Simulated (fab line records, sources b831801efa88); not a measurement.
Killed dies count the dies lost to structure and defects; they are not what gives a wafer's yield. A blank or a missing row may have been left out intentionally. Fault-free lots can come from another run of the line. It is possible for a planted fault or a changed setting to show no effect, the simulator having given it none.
The same fault as seen by 2 desks	flow sky130	only its own numbers are on each desk; what lay behind them is given at the end

DESK OF THE TOOL OWNER: pvdSputter-03
At SKY_LOCAL_INTERCONNECT_SPUTTER_00 (material TiN, target thk 100 nm, time 83.3 s) the tool's own readings: per lot run on this tool, the mean of the sampled wafers that have a number. Marked OUT: a lot whose mean sits more than 4 standard deviations from the usual mean, which makes it out of limits; the brackets give that distance.
Columns: A = throttleValvePct at SKY_LOCAL_INTERCONNECT_SPUTTER_00, usual 29.9 %
lot	first seen here	A
L105	day 29 14:59	29.8
L106	day 29 16:43	28.4
L108	day 30 03:13	30.1
L116	day 33 13:22	28.8
Finding of this desk: none of the 4 lots has anything out of limits.

FROM THE METROLOGY DESK
What the gauges read for every lot (on any tool): the sampled wafers with a number, averaged. Marked OUT: a lot whose mean sits more than 4 standard deviations from the usual mean, which makes it out of limits; the brackets give that distance.
Columns: A = LI_CONTACT_HDPCVD_THK at SKY_LI_CONTACT_THK_MEAS_01, usual 925 nm; B = LI_CONTACT_BOW at SKY_LI_CONTACT_BOW_MEAS_03, usual 56 um; C = LOCAL_INTERCONNECT_TIN_RS at SKY_LOCAL_INTERCONNECT_RS_MEAS_01, usual 14.05 ohm/sq; D = LOCAL_INTERCONNECT_TIN_THK at SKY_LOCAL_INTERCONNECT_THK_MEAS_02, usual 98.7 nm
lot	first seen here	A	B	C	D
L105	day 28 09:12	921	56	13.99	98.9
L106	day 28 10:47	907	62	14.04	97.6
L108	day 28 22:23	935	52	14.17	98.1
L109	day 29 01:22	933	58	14.02	99.5
L116	day 32 08:17	927	50	13.83	100.3
L120	day 33 04:59	917	55	14.09	98.0
L124	day 34 06:10	922	55	14.00	99.1
L126	day 34 23:16	932	59	14.01	99.4
L127	day 35 01:20	941	54	14.28	96.0
L128	day 35 07:08	909	53	14.10	98.9
Finding of this desk: none of the 10 lots has anything out of limits.

BROUGHT TOGETHER
The desk of the tool owner found nothing out of limits.
Metrology desk: nothing out of limits seen.

WHAT HAD BEEN PUT IN BY THE SIMULATOR
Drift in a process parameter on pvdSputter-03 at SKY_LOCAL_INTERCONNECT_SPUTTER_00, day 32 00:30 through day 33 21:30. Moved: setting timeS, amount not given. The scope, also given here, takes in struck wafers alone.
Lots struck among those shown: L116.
